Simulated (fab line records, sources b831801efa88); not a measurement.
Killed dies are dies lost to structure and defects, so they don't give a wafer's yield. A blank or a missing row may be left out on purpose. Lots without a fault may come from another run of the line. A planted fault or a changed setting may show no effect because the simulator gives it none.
fab line records | flow sky130
record lots=5 wafers=15 last_day=50
route steps=708 shown METAL2@495 VIA2@507 METAL3@532 PAD_OPEN@708
lots that met no fault: from a run of the same line without faults
start_h: hours from the record's first day to the start of the lot's first wafer shown | wait_h: hours since the lot's step before | " the same as in the row above | L1.1+2: a row that stands for several wafers | - no value, or no start given | * or withheld: withheld | < > ~ a bound
route shown NAME@n: a module of which the file shows steps, and the number in the route of the first | usual: mean/standard deviation of fault-free wafers | same: alike in all rows | chamber/n: place in a boat | sites: the reading at each site | _std_site: their standard deviation | _edge_site: outer sites' mean less inner sites' | radius_mm: how far each site lies from the wafer's centre | mask NAME#n: copy n | behind: the tool/chamber that last shaped the wafer | hold: why the lot was held/for how many hours/how that ended | device: the transistor (n, p or np) that didn't switch | end of line: the same wafers' tests at the end of the route | a step without rows: its recipe alone | killed: dies lost to structure and defects at the first sort, not the wafer's yield | map: a wafer's dies, x killed, . not, _ none there
set.NAME: the setting as run; set.NAME@STEP: as run at that earlier step | model.NAME: the simulator's own value behind a step, which no gauge read
lots at some steps of the route; a table a step, a row a wafer
services: from which hour (start_h, from the record's first day; less than 0 if before it) a tool's chamber was out of use, for how many hours, and why
## steps
# step SKY_METAL2_EXPOSE_12
# recipe mask_id=MM2 na=0.8 source_shape=annular sigma_inner=0.55 sigma_outer=0.85 target_cd_nm=140 dose_mj=28
# step SKY_METAL2_PEB_13
# recipe peb_temp_c=withheld peb_time_s=withheld resist=KrF-thick
# step SKY_METAL2_DEVELOP_14
# recipe develop_time_s=60 resist=KrF-thick dev_temp_c=21
# step SKY_METAL2_CD_MEAS_15
# recipe target_cd_nm=140
# usual cd_nm=139.7/1.1
# columns lot.wafer tool chamber start_h wait_h cd_nm
L134.2 cd_sem-01 - 825.81 - 139.7
L134.3 " - " " 139.3
L134.6 " - " " 139.6
L137.3 cd_sem-01 - 859.29 - 140.0
L137.4 " - " " 140.5
L137.6 " - " " 141.1
L140.1 cd_sem-01 - 872.19 - 138.5
L140.5 " - " " 139.7
L140.6 " - " " 138.3
L148.1 cd_sem-02 - 947.35 - 140.6
L148.2 " - " " 138.8
L148.3 " - " " 139.0
L154.3 cd_sem-02 - 976.98 - 139.3
L154.5 " - " " 140.3
L154.6 " - " " 140.8
# step SKY_METAL2_OVL_MEAS_16
# usual METAL2_OVL=1/6.6
# columns lot.wafer tool chamber start_h wait_h METAL2_OVL[nm]
L134.2 overlay-02 - 825.91 0.1 10
L134.3 " - " " 3
L134.6 " - " " 10
L137.3 overlay-01 - 859.38 0.1 -1
L137.4 " - " " -4
L137.6 " - " " 4
L140.1 overlay-01 - 872.31 0.1 1
L140.5 " - " " 6
L140.6 " - " " -7
L148.1 overlay-01 - 947.47 0.1 9
L148.2 " - " " 14
L148.3 " - " " 5
L154.3 overlay-01 - 977.07 0.1 3
L154.5 " - " " -1
L154.6 " - " " 6
# step SKY_METAL2_DESCUM_17
# recipe chemistry=O2 source_power_w=150 bias_power_w=0 pressure_mtorr=10 temp_c=40 time_s=8
# step SKY_METAL2_ETCH_18
# recipe chemistry=N2/H2 target=BARC ion_energy_ev=200 bias_w=100 pressure_mtorr=30 n2_flow_sccm=100 h2_flow_sccm=200 icp_w=500 stop_on=SiO2 time_s=45.9 target_depth_a=600
# step SKY_METAL2_METAL_ETCH_19
# recipe target_depth_a=3600 stop_on=SiO2 over_etch_frac=0.3 time_s=78 chemistry=Cl2/BCl3 resist_sidewall_deg=88 pressure_mtorr=10 icp_w=900 bias_w=48.5 Cl2_flow_sccm=60 bcl3_flow_sccm=30
# step SKY_METAL2_STRIP_20
# recipe chemistry=O2/N2 power_w=1400 pressure_mtorr=1500 platen_temp_c=withheld o2_flow_sccm=3000 n2_flow_sccm=300 overash_fraction=0.5
# step SKY_METAL2_STRIP_21
# recipe chemistry=post_etch_residue_remover time_s=1200 temp_c=72.5
# step SKY_METAL2_CLEAN_22
# recipe chemistry=IPA time_s=180 temp_c=25
# step SKY_METAL2_CLEAN_23
# recipe chemistry=O3/DIW dry=n2_spin
# step SKY_VIA2_HDPCVD_00
# recipe material=SiO2 target_thk_nm=1180 sigma_open_frac=0.3 time_s=196.7 temp_c=400 sih4_flow_sccm=60 pressure_mtorr=6
# columns lot.wafer tool chamber start_h wait_h
L134.2+3+6 hdpcvd-01 0,2,1 826.73 0.0
L137.3+4+6 hdpcvd-02 2,1,0 860.25 0.0
L140.1+5+6 hdpcvd-02 0,2,1 873.16 0.0
L148.1+2+3 hdpcvd-02 2,0,1 948.30 0.0
L154.3+5+6 hdpcvd-01 0,1,0 977.87 0.0
# step SKY_VIA2_THK_MEAS_01
# recipe reads=SiO2_of_VIA2_HDPCVD_00
# usual VIA2_HDPCVD_THK=1183/11
# columns lot.wafer tool chamber start_h wait_h VIA2_HDPCVD_THK[nm]
L134.2 film_metro-01 - 826.87 0.1 1191
L134.3 " - " " 1186
L134.6 " - " " 1170
L137.3 film_metro-01 - 860.40 0.1 1203
L137.4 " - " " 1201
L137.6 " - " " 1205
L140.1 film_metro-03 - 873.29 0.1 1188
L140.5 " - " " 1183
L140.6 " - " " 1186
L148.1 film_metro-01 - 948.42 0.1 1158
L148.2 " - " " 1181
L148.3 " - " " 1167
L154.3 film_metro-01 - 978.02 0.1 1153
L154.5 " - " " 1175
L154.6 " - " " 1164
# step SKY_VIA2_CMP_02
# recipe material=SiO2 down_force_psi=4 platen_rpm=60 pad_velocity_m_s=0.94248
# usual head_pressure_psi=4.000/0.0081 motor_current_A=11.7/0.84
# columns lot.wafer tool chamber start_h wait_h head_pressure_psi motor_current_A
L134.3 cmp-01 0 827.04 0.1 3.983 13.1
L134.2 " 2 " " 3.995 11.3
L134.6 " 0 " " 4.000 13.4
L137.4 cmp-02 0 860.54 0.1 3.999 11.2
L137.3 " 1 " " 3.984 11.3
L137.6 " 2 " " 3.986 12.5
L140.1 cmp-01 2 873.40 0.1 3.994 10.7
L140.5 " 1 " " 4.005 11.4
L140.6 " 2 " " 3.999 10.8
L148.3 cmp-02 1 948.48 0.0 3.998 10.4
L148.1 " 3 " " 3.996 11.6
L148.2 " 0 " " 3.990 11.3
L154.3 cmp-02 2 978.16 0.1 3.996 12.5
L154.5 " 0 " " 4.002 11.7
L154.6 " 1 " " 3.998 10.2
# step SKY_VIA2_BOW_MEAS_03
# recipe mode=bow
# usual VIA2_BOW=86/6.8
# columns lot.wafer tool chamber start_h wait_h VIA2_BOW[um]
L134.2 film_metro-04 - 827.31 0.1 82
L134.3 " - " " 90
L134.6 " - " " 84
L137.3 film_metro-04 - 860.78 0.1 91
L137.4 " - " " 82
L137.6 " - " " 100
L140.1 film_metro-04 - 873.65 0.2 85
L140.5 " - " " 85
L140.6 " - " " 100
L148.1 film_metro-03 - 948.78 0.1 83
L148.2 " - " " 90
L148.3 " - " " 76
L154.3 film_metro-01 - 978.40 0.2 101
L154.5 " - " " 87
L154.6 " - " " 77
# step SKY_VIA2_DEHYDRATE_04
# recipe temp_c=200 time_s=60
# step SKY_VIA2_HMDS_05
# recipe prime_time_s=60 prime_temp_c=120
# step SKY_VIA2_COAT_06
# recipe resist=BARC temp_c=withheld time_s=withheld spin_rpm=3000 resist_thk_nm=60
# step SKY_VIA2_COAT_07
# recipe resist=KrF-thick spin_rpm=3000 resist_thk_nm=450
# step SKY_VIA2_SOFTBAKE_08
# recipe temp_c=100 time_s=90 resist=KrF-thick
# step SKY_VIA2_EXPOSE_09
# recipe mask_id=VIM2 na=0.8 source_shape=annular sigma_inner=0.55 sigma_outer=0.85 target_cd_nm=200 dose_mj=38
# step SKY_VIA2_PEB_10
# recipe peb_temp_c=withheld peb_time_s=withheld resist=KrF-thick
# step SKY_VIA2_DEVELOP_11
# recipe develop_time_s=60 resist=KrF-thick dev_temp_c=21
# step SKY_VIA2_CD_MEAS_12
# recipe target_cd_nm=200
# usual cd_nm=200.5/1.4
# columns lot.wafer tool chamber start_h wait_h cd_nm
L134.2 cd_sem-01 - 852.90 - 200.0
L134.3 " - " " 200.9
L134.6 " - " " 201.6
L137.3 cd_sem-02 - 885.99 - 201.8
L137.4 " - " " 202.4
L137.6 " - " " 202.4
L140.1 cd_sem-01 - 900.02 - 201.4
L140.5 " - " " 201.8
L140.6 " - " " 201.3
L148.1 cd_sem-02 - 972.90 - 200.4
L148.2 " - " " 199.9
L148.3 " - " " 199.8
L154.3 cd_sem-02 - 1001.82 - 199.6
L154.5 " - " " 200.1
L154.6 " - " " 199.4
# step SKY_VIA2_OVL_MEAS_13
# usual VIA2_OVL=2/5.7
# columns lot.wafer tool chamber start_h wait_h VIA2_OVL[nm]
L134.2 overlay-01 - 853.01 0.1 -5
L134.3 " - " " 4
L134.6 " - " " 0
L137.3 overlay-01 - 886.08 0.1 5
L137.4 " - " " -5
L137.6 " - " " 1
L140.1 overlay-01 - 900.14 0.1 1
L140.5 " - " " 6
L140.6 " - " " -7
L148.1 overlay-02 - 973.02 0.1 -5
L148.2 " - " " 6
L148.3 " - " " 6
L154.3 overlay-01 - 1001.91 0.1 -1
L154.5 " - " " 8
L154.6 " - " " 14
# step SKY_VIA2_ETCH_14
# recipe chemistry=N2/H2 target=BARC ion_energy_ev=200 source_w=500 bias_w=100 pressure_mtorr=30 n2_flow_sccm=100 h2_flow_sccm=200 stop_on=SiO2 time_s=45.9 target_depth_a=600
# usual drypump_motor_current_A=5.57/0.27 n2_flow_sccm=100.0/0.31 oes_product_au=0.855/0.005 throttle_valve_pct=13.226/0.0082
# columns lot.wafer tool chamber start_h wait_h drypump_motor_current_A n2_flow_sccm oes_product_au rf_hours_counter_h throttle_valve_pct
L134.2 rie_diel-01 2 853.04 0.0 5.65 100.1 0.845 5 13.224
L134.3 " 3 " " 5.45 100.2 0.851 6 13.230
L134.6 " 2 " " 5.69 99.7 0.846 - 13.216
L137.3 rie_diel-03 3 886.11 0.0 5.54 99.7 0.849 24 13.216
L137.4 " 0 " " 5.75 99.8 0.854 14 13.228
L137.6 " 1 " " 5.38 99.8 0.852 - 13.222
L140.1 rie_diel-02 1 900.18 0.0 5.04 100.1 0.856 24 13.226
L140.5 " 2 " " 6.03 100.2 0.854 - 13.220
L140.6 " 3 " " 5.50 99.7 0.855 - 13.223
L148.1 rie_diel-03 3 973.06 0.0 5.53 99.8 0.850 28 13.234
L148.2 " 1 " " 5.42 100.1 0.852 20 13.243
L148.3 " 2 " " 5.51 99.9 0.856 15 13.227
L154.3 rie_diel-03 2 1001.94 0.0 5.55 99.8 0.866 16 13.234
L154.5 " 1 " " 5.36 100.0 0.850 - 13.242
L154.6 " 2 " " 5.55 100.2 0.866 - 13.222
# step SKY_VIA2_ETCH_15
# recipe target=SiO2 chemistry=C4F8/O2/Ar target_depth_nm=546 stop_on=TiN mask_material=KrF-thick source_w=1500 bias_w=1200 pressure_mtorr=40 c4f8_flow_sccm=withheld O2_flow_sccm=6 Ar_flow_sccm=300 time_s=84
# step SKY_VIA2_STRIP_16
# recipe chemistry=O2/N2 power_w=1400 pressure_mtorr=1500 platen_temp_c=withheld o2_flow_sccm=3000 n2_flow_sccm=300 overash_fraction=0.5
# step SKY_VIA2_STRIP_17
# recipe chemistry=post_etch_residue_remover time_s=1200 temp_c=72.5
# step SKY_VIA2_CLEAN_18
# recipe chemistry=IPA time_s=180 temp_c=25
# step SKY_VIA2_CLEAN_19
# recipe chemistry=O3/DIW dry=n2_spin
# step SKY_VIA2_SPUTTER_20
# recipe material=TiN target_thk_nm=20 chamber_pressure_pa=5 power_w=4000 time_s=80
# step SKY_VIA2_CVD_21
# recipe material=W target_thk_nm=420 time_s=126.4 temp_c=400 pressure_torr=40
# usual heater_power_w=891/59
# columns lot.wafer tool chamber start_h wait_h heater_power_w
L134.2 cvd_w-02 1 853.81 0.0 881
L134.3 " 0 " " 941
L134.6 " 0 " " 941
L137.3 cvd_w-02 0 886.92 0.1 976
L137.4 " 1 " " 876
L137.6 " 0 " " 953
L140.1 cvd_w-02 1 900.94 0.0 859
L140.5 " 0 " " 962
L140.6 " 1 " " 880
L148.1 cvd_w-02 0 973.82 0.0 965
L148.2 " 1 " " 880
L148.3 " 1 " " 860
L154.3 cvd_w-02 0 1002.74 0.1 934
L154.5 " 0 " " 957
L154.6 " 1 " " 845
# step SKY_VIA2_RS_MEAS_22
# recipe thk_meas_gauge=four-point-probe reads=W_of_VIA2_CVD_21+TiN_of_VIA2_SPUTTER_20
# usual VIA2_W_RS=0.2706/0.0028
# columns lot.wafer tool chamber start_h wait_h VIA2_W_RS[ohm/sq]
L134.2 film_metro-03 - 853.96 0.1 0.2760
L134.3 " - " " 0.2696
L134.6 " - " " 0.2696
L137.3 film_metro-03 - 887.04 0.1 0.2709
L137.4 " - " " 0.2710
L137.6 " - " " 0.2711
L140.1 film_metro-01 - 901.07 0.1 0.2717
L140.5 " - " " 0.2647
L140.6 " - " " 0.2718
L148.1 film_metro-04 - 973.95 0.1 0.2707
L148.2 " - " " 0.2747
L148.3 " - " " 0.2783
L154.3 film_metro-01 - 1002.87 0.1 0.2708
L154.5 " - " " 0.2718
L154.6 " - " " 0.2695
# step SKY_VIA2_THK_MEAS_23
# recipe thk_meas_gauge=xrf reads=W_of_VIA2_CVD_21
# usual VIA2_W_THK=432/6.8
# columns lot.wafer tool chamber start_h wait_h VIA2_W_THK[nm]
L134.2 film_metro-03 - 854.07 0.1 425
L134.3 " - " " 437
L134.6 " - " " 434
L137.3 film_metro-03 - 887.14 0.1 445
L137.4 " - " " 440
L137.6 " - " " 442
L140.1 film_metro-01 - 901.19 0.1 424
L140.5 " - " " 437
L140.6 " - " " 424
L148.1 film_metro-04 - 974.07 0.1 437
L148.2 " - " " 433
L148.3 " - " " 426
L154.3 film_metro-01 - 1002.97 0.1 437
L154.5 " - " " 432
L154.6 " - " " 434
# step SKY_VIA2_CMP_24
# recipe stop_on=SiO2 t_overpolish_s=20 down_force_psi=3.5 platen_rpm=60 target_thk_nm=0 pad_velocity_m_s=0.94248
# step SKY_METAL3_SPUTTER_00
# recipe material=Ti target_thk_nm=15 power_w=3000 time_s=10 chamber_pressure_pa=0.4
# usual throttle_valve_pct=30.8/1.3
# columns lot.wafer tool chamber start_h wait_h throttle_valve_pct
L134.2 pvd_sputter-03 - 854.42 0.2 28.4
L134.3 " - " " 30.8
L134.6 " - " " 32.4
L137.3 pvd_sputter-03 - 887.51 0.3 28.9
L137.4 " - " " 28.7
L137.6 " - " " 32.4
L140.1 pvd_sputter-04 - 901.55 0.1 32.2
L140.5 " - " " 32.4
L140.6 " - " " 32.4
L148.1 pvd_sputter-03 - 974.43 0.2 30.9
L148.2 " - " " 28.5
L148.3 " - " " 29.6
L154.3 pvd_sputter-02 - 1003.31 0.1 29.9
L154.5 " - " " 32.5
L154.6 " - " " 29.9
# step SKY_METAL3_SPUTTER_01
# recipe material=TiN target_thk_nm=20 power_w=6500 time_s=16.7 chamber_pressure_pa=0.4
# step SKY_METAL3_SPUTTER_02
# recipe material=AlCu target_thk_nm=735 power_w=10600 time_s=39.1 chamber_pressure_pa=0.4
# step SKY_METAL3_SPUTTER_03
# recipe material=Ti target_thk_nm=5 power_w=3000 time_s=3.3 chamber_pressure_pa=0.4
# usual throttle_valve_pct=30.8/1.3
# columns lot.wafer tool chamber start_h wait_h throttle_valve_pct
L134.2 pvd_sputter-03 - 854.50 0.0 28.4
L134.3 " - " " 30.6
L134.6 " - " " 32.4
L137.3 pvd_sputter-03 - 887.59 0.0 28.8
L137.4 " - " " 28.6
L137.6 " - " " 32.3
L140.1 pvd_sputter-04 - 901.63 0.0 32.0
L140.5 " - " " 32.4
L140.6 " - " " 32.0
L148.1 pvd_sputter-03 - 974.51 0.0 30.6
L148.2 " - " " 28.8
L148.3 " - " " 29.5
L154.3 pvd_sputter-02 - 1003.39 0.0 30.2
L154.5 " - " " 32.5
L154.6 " - " " 30.3
# step SKY_METAL3_SPUTTER_04
# recipe material=TiN target_thk_nm=70 power_w=6500 time_s=58.3 chamber_pressure_pa=0.4
# step SKY_PAD_OPEN_PROBE_99
# usual defect_limited_yield=82.8/1.8 killed_at_M0_to_M3=42/6.4 killed_at_M4_up=3.0/2 killed_at_contacts=24/5.2 killed_at_front_end=14/4.2 killed_at_other=0.4/0.72 killed_dies=84/9 killed_open=46/6.6 killed_short=38/6 sort_bin_3_pad_short=0.9/0.4 sort_bin_5_function=10.1/1.4 sort_bin_6_memory=6.2/1.1 sort_n_pass=408/9 sort_yield_pct=82.8/1.8
# same gross_dies=492 killed_at_back_side=0 sort_bin_4_leakage[%]=0 sort_bin_8_speed[%]=0
# columns lot.wafer tool chamber start_h wait_h defect_limited_yield[%] killed_at_M0_to_M3 killed_at_M4_up killed_at_contacts killed_at_front_end killed_at_other killed_dies killed_open killed_short sort_bin_3_pad_short[%] sort_bin_5_function[%] sort_bin_6_memory[%] sort_n_pass sort_yield_pct[%] model.etest.tester.sort_n_pass model.etest.tester.sort_yield_pct model.etest.tester.sort_bin_5_pct model.etest.tester.sort_bin_3_pct
L134.2 prober-02 - 1081.20 0.1 80.5 45 3 36 12 0 96 55 41 0.6 10.6 8.3 396 80.5 396 80.49 10.57 0.6098
L134.3 prober-02 - 1081.25 0.2 80.3 46 3 35 13 0 97 55 42 0.6 11.8 7.3 395 80.3 395 80.28 11.79 0.6098
L134.6 prober-02 - 1081.40 0.2 80.9 43 5 29 17 0 94 54 40 1.2 11.6 6.3 398 80.9 398 80.89 11.59 1.22
L137.3 prober-01 - 1106.41 0.2 83.5 35 1 25 20 0 81 47 34 0.6 10.6 5.3 411 83.5 411 83.54 10.57 0.6098
L137.4 prober-01 - 1106.46 0.2 83.3 43 5 20 13 1 82 40 41 0.4 10.4 5.9 410 83.3 410 83.33 10.37 0.4065
L137.6 prober-01 - 1106.56 0.2 84.6 39 2 23 12 0 76 40 36 0.2 8.7 6.5 416 84.6 416 84.55 8.74 0.2033
L140.1 prober-02 - 1118.26 0.1 81.7 49 3 23 15 0 90 50 39 1.2 9.6 7.5 402 81.7 402 81.71 9.553 1.22
L140.5 prober-02 - 1118.46 0.2 81.5 44 5 25 17 0 91 45 45 1.0 11.0 6.5 401 81.5 401 81.5 10.98 1.016
L140.6 prober-02 - 1118.51 0.2 73.8 92 3 21 13 0 129 47 28 3.9 15.0 7.3 363 73.8 363 73.78 15.04 3.862
L148.1 prober-02 - 1172.51 0.1 80.9 47 0 25 21 1 94 53 41 0.6 12.4 6.1 398 80.9 398 80.89 12.4 0.6098
L148.2 prober-02 - 1172.56 0.1 82.1 41 3 25 19 0 88 47 41 1.4 10.6 5.9 404 82.1 404 82.11 10.57 1.423
L148.3 prober-02 - 1172.61 0.2 79.5 51 2 36 12 0 101 48 53 0.8 12.2 7.5 391 79.5 391 79.47 12.2 0.813
L154.3 prober-01 - 1194.04 0.2 83.5 43 3 18 17 0 81 35 46 1.2 10.0 5.3 411 83.5 411 83.54 9.959 1.22
L154.5 prober-01 - 1194.14 0.2 80.3 56 1 23 16 1 97 54 43 0.6 11.6 7.5 395 80.3 395 80.28 11.59 0.6098
L154.6 prober-01 - 1194.19 0.2 80.9 50 2 25 17 0 94 56 38 0.8 11.0 7.3 398 80.9 398 80.89 10.98 0.813
# killed by level:class
L134.2 CONTACT:geometric_particle:open=16 VIA1:geometric_particle:open=9 LI_CONTACT:geometric_particle:open=7 VIA3:geometric_particle:open=6 METAL1:geometric_particle:short=5 VIA1:geometric_particle:short=5 FIELD_ISO:geometric_particle:open=4 LI_CONTACT:geometric_particle:short=4
L134.3 CONTACT:geometric_particle:open=12 VIA1:geometric_particle:open=9 CONTACT:geometric_particle:short=7 METAL2:geometric_particle:short=7 METAL2:geometric_particle:open=7 POLY_GATE:geometric_particle:short=6 LI_CONTACT:geometric_particle:open=6 METAL1:geometric_particle:short=6
L134.6 CONTACT:geometric_particle:open=13 VIA1:geometric_particle:open=10 LOCAL_INTERCONNECT:geometric_particle:short=9 VIA3:geometric_particle:open=8 METAL1:geometric_particle:short=6 FIELD_ISO:geometric_particle:short=5 FIELD_ISO:geometric_particle:open=4 METAL3:geometric_particle:short=4
L137.3 CONTACT:geometric_particle:open=10 VIA1:geometric_particle:open=10 VIA1:geometric_particle:short=8 POLY_GATE:geometric_particle:open=6 LI_CONTACT:geometric_particle:open=6 LOCAL_INTERCONNECT:geometric_particle:short=6 FIELD_ISO:geometric_particle:open=5 FIELD_ISO:geometric_particle:short=5
L137.4 CONTACT:geometric_particle:open=8 VIA3:geometric_particle:open=7 METAL2:geometric_particle:short=6 VIA1:geometric_particle:short=6 VIA2:geometric_particle:open=6 VIA1:geometric_particle:open=5 POLY_GATE:geometric_particle:open=4 LI_CONTACT:geometric_particle:open=4
L137.6 LI_CONTACT:geometric_particle:open=10 VIA2:geometric_particle:open=7 CONTACT:geometric_particle:short=6 VIA3:geometric_particle:open=6 CONTACT:geometric_particle:open=5 VIA3:geometric_particle:short=5 METAL3:geometric_particle:short=4 METAL1:geometric_particle:short=4
L140.1 CONTACT:geometric_particle:open=11 VIA1:geometric_particle:open=9 METAL2:geometric_particle:short=8 METAL1:geometric_particle:short=7 FIELD_ISO:geometric_particle:open=6 LI_CONTACT:geometric_particle:open=6 VIA3:geometric_particle:open=5 METAL1:geometric_particle:open=4
L140.5 VIA1:geometric_particle:open=11 LI_CONTACT:geometric_particle:open=6 CONTACT:geometric_particle:open=6 VIA2:geometric_particle:open=6 FIELD_ISO:geometric_particle:open=5 LOCAL_INTERCONNECT:geometric_particle:short=5 CONTACT:geometric_particle:short=5 METAL1:geometric_particle:short=5
L140.6 VIA2:unspecified=54 CONTACT:geometric_particle:open=8 LI_CONTACT:geometric_particle:open=6 VIA1:geometric_particle:open=6 VIA2:geometric_particle:open=6 VIA3:geometric_particle:open=6 POLY_GATE:geometric_particle:open=5 VIA1:geometric_particle:short=5
L148.1 CONTACT:geometric_particle:open=12 VIA3:geometric_particle:open=9 LI_CONTACT:geometric_particle:open=7 VIA1:geometric_particle:open=7 VIA1:geometric_particle:short=6 FIELD_ISO:geometric_particle:short=5 METAL3:geometric_particle:short=5 METAL1:geometric_particle:short=5
L148.2 CONTACT:geometric_particle:open=10 VIA1:geometric_particle:open=9 LI_CONTACT:geometric_particle:open=7 VIA1:geometric_particle:short=7 LOCAL_INTERCONNECT:geometric_particle:short=6 VIA2:geometric_particle:open=6 METAL1:geometric_particle:short=5 VIA3:geometric_particle:open=5
L148.3 VIA1:geometric_particle:open=10 LI_CONTACT:geometric_particle:open=9 CONTACT:geometric_particle:open=8 METAL1:geometric_particle:short=7 CONTACT:geometric_particle:short=7 METAL2:geometric_particle:short=7 LI_CONTACT:geometric_particle:short=6 VIA3:geometric_particle:open=6
L154.3 METAL2:geometric_particle:short=14 LI_CONTACT:geometric_particle:open=9 VIA3:geometric_particle:open=8 POLY_GATE:geometric_particle:short=6 VIA1:geometric_particle:short=4 VIA2:geometric_particle:open=4 METAL3:geometric_particle:short=4 FIELD_ISO:geometric_particle:short=3
L154.5 VIA1:geometric_particle:open=13 VIA1:geometric_particle:short=12 METAL2:geometric_particle:short=11 LI_CONTACT:geometric_particle:open=10 FIELD_ISO:geometric_particle:short=8 CONTACT:geometric_particle:open=8 VIA2:geometric_particle:open=7 FIELD_ISO:geometric_particle:open=5
L154.6 VIA1:geometric_particle:open=12 METAL1:geometric_particle:short=10 LI_CONTACT:geometric_particle:open=9 CONTACT:geometric_particle:open=9 VIA3:geometric_particle:open=6 VIA2:geometric_particle:open=5 FIELD_ISO:geometric_particle:open=4 POLY_GATE:geometric_particle:short=4
# map L140.6 (x killed, . not)
__________..x......x_________
________..........x..._______
______.........xx...x..._____
_____x.xx..x..........x..____
____xx..x....x.x..........___
___xxxxxxxx.......x..x.....__
__xxxxxxxxx...x.x..x........_
_xxxxxxxxxx.....xxxx.x.......
_xxxxxxxxxx........x....x....
_xxxxxxxxx.....x......x.x....
_..xxxxxx.....x..x..x........
_..x.x.x.x..x...x.......xx...
_........x..x..x.............
_xx..x..x.........x......x...
_.x...x...x.....x.x.........x
__x.........xx.......x....x._
___x...x...x.x...........x.__
____....xx................___
_____.....x...x..x....x..____
______.............xx..._____
________.x.....x......_______
__________.........._________
# map L137.4 (x killed, . not)
__________.........._________
________x..x..xx......_______
______x...........x....._____
_____.......x...x...x.x..____
____x............x.......x___
___...x........x...x.x.....__
__....x..x.............xx..._
_...........x..........xx.x..
_.....xx...x.....x...x.....x.
_......x.......x.........x.x.
_.x....xx.x...x..............
_x..x...x..xx..........x.....
_........x..x.x..........x...
_...x...............x....x...
_x....x.....xx............x..
__................x.....x..._
___....xx..x..x.....x.x.xx.__
____.xx..x........x...x.x.___
_____x....x...x...x......____
______....x.....x......._____
________..x..........._______
__________.........x_________
## services
# columns tool chamber start_h hours kind
rie_diel-02 2 806.24 23.3 repair
cmp-02 - 834.53 3.8 repair
cmp-01 - 849.31 3.4 repair
hdpcvd-02 2 849.33 2.4 repair
cmp-01 - 861.18 0.8 repair
pvd_sputter-03 0 874.05 - consumable_replace:kit
pvd_sputter-03 0 874.05 18.0 scheduled_down
pvd_sputter-02 - 882.17 6.3 repair
hdpcvd-01 2 882.85 3.1 repair
cmp-02 - 895.50 4.1 pm
rie_diel-01 0 899.64 4.7 repair
cmp-01 - 900.53 0.6 repair
pvd_sputter-03 - 901.97 4.1 repair
rie_diel-01 2 903.55 2.1 repair
rie_diel-01 - 911.74 14.6 pm
cmp-02 - 912.14 4.0 pm
hdpcvd-02 - 915.42 6.0 pm
hdpcvd-02 0 926.35 5.0 repair
cmp-01 - 943.29 0.4 repair
cmp-01 - 947.81 7.6 repair
hdpcvd-01 - 950.25 15.0 pm
cmp-01 - 956.24 6.8 pm
rie_diel-03 2 982.33 4.8 repair
hdpcvd-02 2 992.25 4.8 repair
## key
first_sign step=SKY_PAD_OPEN_PROBE_99 reading=killed_at_M0_to_M3 direction=up sigmas=7.9 usual=42 struck=92
effect step=SKY_PAD_OPEN_PROBE_99 reading=sort_bin_3_pad_short direction=up sigmas=7.5 usual=0.9 struck=3.9
model_effect step=SKY_PAD_OPEN_PROBE_99 value=etest.tester.sort_n_pass without=407 struck=363
met_at SKY_VIA2_HDPCVD_00
struck_wafers L140.6
onset_between 860.25 873.16
fault kind=chamber_particle_source tool=hdpcvd-02 chamber=1 onset_h=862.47 steps=SKY_VIA2_HDPCVD_00 rate_per_visit_cm2=1.3657 end_h=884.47
